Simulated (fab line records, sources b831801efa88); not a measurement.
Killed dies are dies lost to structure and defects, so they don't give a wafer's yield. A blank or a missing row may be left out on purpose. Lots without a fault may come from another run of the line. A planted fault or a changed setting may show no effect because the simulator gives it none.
A struck lot beside a sound one | flow sky130 | 43 steps out of a route of 708
Sound: wafers L739.1, L739.2, L739.3. Struck: wafers L753.2, L753.4, L753.5. The cause comes at the end.
At each step with rows: each side's tool, then ch and its chambers, then its first start. Under that, the readings that differ: sound wafers | struck wafers | difference of the means | sigmas: that difference in standard deviations of wafers without a fault.
alike: readings whose means differ by less than 2 such deviations, and words and numbers that are the same on both sides. not compared: withheld readings, readings that some wafer has no value for, bounds like >300 that may hide the same value, and numbers for which the record gives no deviation and whose values overlap.
The two part at a step that has a row with sigmas, a row that says differs or no value, or rows on one side only. Numbers that don't overlap but have no deviation are shown without sigmas and don't part them. A reading that every wafer of one side lacks parts them only if that side has two wafers or more.

first, 3 steps without rows for these wafers: SKY_METAL4_EXPOSE_10 (exposes mask MM4, target cd 300 nm); SKY_METAL4_PEB_11; SKY_METAL4_DEVELOP_12 (develop time 60 s).
SKY_METAL4_CD_MEAS_13: target cd 300 nm.
  sound on cd_sem-02, day 41 11:49; struck on cd_sem-02, day 45 16:40
  alike: cd_nm
SKY_METAL4_OVL_MEAS_14:
  sound on overlay-02, day 41 11:56; struck on overlay-01, day 45 16:46
  alike: METAL4_OVL
then, 1 step without rows for these wafers: SKY_METAL4_DESCUM_15 (chemistry O2, time 8 s).
SKY_METAL4_ETCH_16: etches BARC in N2/H2, stops on SiO2, time 88.2 s, target depth 60 nm.
  sound on rie_metal-01 ch 0,1, day 41 12:00; struck on rie_metal-01 ch 0,1, day 45 16:50
  alike: drypump_motor_current_A, n2_flow_sccm, oes_product_au, throttle_valve_pct
  not compared: rf_hours_counter_h
SKY_METAL4_ETCH_17: etches SiO2 in C4F8/O2/Ar, stops on TiN, time 3.9 s, target depth 15 nm.
  sound on rie_diel-02 ch 0,1,3, day 41 12:06; struck on rie_diel-01 ch 0,1,2, day 45 16:56
  alike: oes_product_au
  not compared: rf_hours_counter_h
then, 4 steps without rows for these wafers: SKY_METAL4_METAL_ETCH_18 (etches the open film in Cl2/BCl3, stops on SiO2, target depth 845 nm, time 183.1 s); SKY_METAL4_STRIP_19 (strips in O2/N2); SKY_METAL4_STRIP_20 (strips in post etch residue remover, time 1200 s); SKY_METAL4_CLEAN_21 (cleans in IPA, time 180 s).
SKY_METAL4_CLEAN_22: cleans in O3/DIW.
  sound on wet_bench-01 ch 0, day 41 12:48; struck on wet_bench-01 ch 3, day 45 17:38
then, 1 step without rows for these wafers: SKY_VIA4_HDPCVD_00 (deposits SiO2, target thk 1750 nm, time 291.7 s).
SKY_VIA4_THK_MEAS_01:
  sound on film_metro-04, day 41 13:04; struck on film_metro-03, day 45 17:55
  alike: VIA4_HDPCVD_THK
then, 1 step without rows for these wafers: SKY_VIA4_CMP_02 (polishes SiO2).
SKY_VIA4_BOW_MEAS_03:
  sound on film_metro-03, day 41 13:31; struck on film_metro-03, day 45 18:17
  alike: VIA4_BOW
then, 7 steps without rows for these wafers: SKY_VIA4_DEHYDRATE_04 (time 60 s); SKY_VIA4_HMDS_05 (prime time 60 s); SKY_VIA4_COAT_06 (resist thk 1140 nm); SKY_VIA4_SOFTBAKE_07 (time 60 s); SKY_VIA4_EXPOSE_08 (exposes mask VIM4, target cd 800 nm); SKY_VIA4_PEB_09; SKY_VIA4_DEVELOP_10 (develop time 60 s).
SKY_VIA4_OVL_MEAS_11:
  sound on overlay-02, day 42 12:49; struck on overlay-01, day 46 14:46
  alike: VIA4_OVL
SKY_VIA4_ETCH_12: etches SiO2 in C4F8/O2/Ar, stops on TiN, target depth 580 nm.
  sound on rie_diel-03 ch 0,1,2, day 42 12:51; struck on rie_diel-01 ch 1,3, day 46 14:48
  alike: oes_product_au
then, 5 steps without rows for these wafers: SKY_VIA4_STRIP_13 (strips in O2/N2); SKY_VIA4_STRIP_14 (strips in post etch residue remover, time 1200 s); SKY_VIA4_CLEAN_15 (cleans in IPA, time 180 s); SKY_VIA4_CLEAN_16 (cleans in O3/DIW); SKY_VIA4_SPUTTER_17 (material TiN, target thk 20 nm, time 80 s).
SKY_VIA4_CVD_18: deposits W, target thk 505 nm, time 152.14 s.
  sound on cvd_w-02 ch 0,1, day 42 13:34; struck on cvd_w-02 ch 0, day 46 15:39
  alike: chamber_pressure_Torr, heater_power_w
SKY_VIA4_RS_MEAS_19: measures by four-point-probe.
  sound on film_metro-04, day 42 13:44; struck on film_metro-02, day 46 15:53
  alike: VIA4_W_RS
SKY_VIA4_THK_MEAS_20: measures by xrf.
  sound on film_metro-04, day 42 13:51; struck on film_metro-02, day 46 16:00
  alike: VIA4_W_THK
then, 3 steps without rows for these wafers: SKY_VIA4_CMP_21 (polishes, stops on SiO2, t overpolish 25 s, target thk 0 nm); SKY_METAL5_SPUTTER_00 (material Ti, target thk 15 nm, time 10 s); SKY_METAL5_SPUTTER_01 (material TiN, target thk 20 nm, time 16.7 s).
SKY_METAL5_SPUTTER_02: material AlCu, target thk 1150 nm, time 61.2 s.
  sound on pvd_sputter-02, day 42 14:19; struck on pvd_sputter-01, day 46 16:24
  alike: throttle_valve_pct
then, 2 steps without rows for these wafers: SKY_METAL5_SPUTTER_03 (material Ti, target thk 5 nm, time 3.3 s); SKY_METAL5_SPUTTER_04 (material TiN, target thk 70 nm, time 58.3 s).
SKY_METAL5_RS_MEAS_05: measures by four-point-probe.
  sound on film_metro-01, day 42 14:26; struck on film_metro-04, day 46 16:32
  alike: METAL5_ALCU_RS
SKY_METAL5_THK_MEAS_06: measures by xrf.
  sound on film_metro-01, day 42 14:33; struck on film_metro-04, day 46 16:39
  alike: METAL5_ALCU_THK
-- the record jumps here: 3 days lie between the struck wafers' starts before and after (it left off in module METAL5 and takes up again in module PAD_OPEN, whose first step shown is number 708 of the route) --
SKY_PAD_OPEN_PROBE_99:
  sound on prober-01, day 45 12:35; struck on prober-01, day 49 05:17
  reading                               | sound              | struck            | difference | sigmas
  defect_limited_yield (%)              | 82.3 83.7 83.1     | 76.2 74.6 75.4    | -7.6       | -4
  killed_at_M4_up                       | 1 3 5              | 52 51 47          | +47        | +24
  killed_dies                           | 87 80 83           | 117 125 121       | +38        | +4
  killed_on_rim                         | 12 16 13           | 26 28 35          | +16        | +4
  sort_bin_3_pad_short (%)              | 0.6 1.0 1.4        | 4.1 3.5 3.7       | +2.8       | +7
  sort_bin_5_function (%)               | 10.8 10.2 8.3      | 15.7 16.3 14.2    | +5.6       | +4
  sort_n_pass                           | 405 412 409        | 375 367 371       | -38        | -4
  sort_yield_pct (%)                    | 82.3 83.7 83.1     | 76.2 74.6 75.4    | -7.6       | -4
  model.etest.tester.sort_n_pass        | 405 412 409        | 375 367 371       | -38        |
  model.etest.tester.sort_yield_pct (%) | 82.32 83.74 83.13  | 76.22 74.59 75.41 | -7.66      |
  model.etest.tester.sort_bin_5_pct (%) | 10.77 10.16 8.333  | 15.65 16.26 14.23 | +5.63      |
  model.etest.tester.sort_bin_3_pct (%) | 0.6098 1.016 1.423 | 4.065 3.455 3.659 | +2.710     |
  alike: killed_at_M0_to_M3, killed_at_contacts, killed_at_front_end, killed_at_other, killed_open, killed_short, sort_bin_6_memory

WHERE THEY PART
Only at SKY_PAD_OPEN_PROBE_99, within this record.

WHY: what the simulator had put in
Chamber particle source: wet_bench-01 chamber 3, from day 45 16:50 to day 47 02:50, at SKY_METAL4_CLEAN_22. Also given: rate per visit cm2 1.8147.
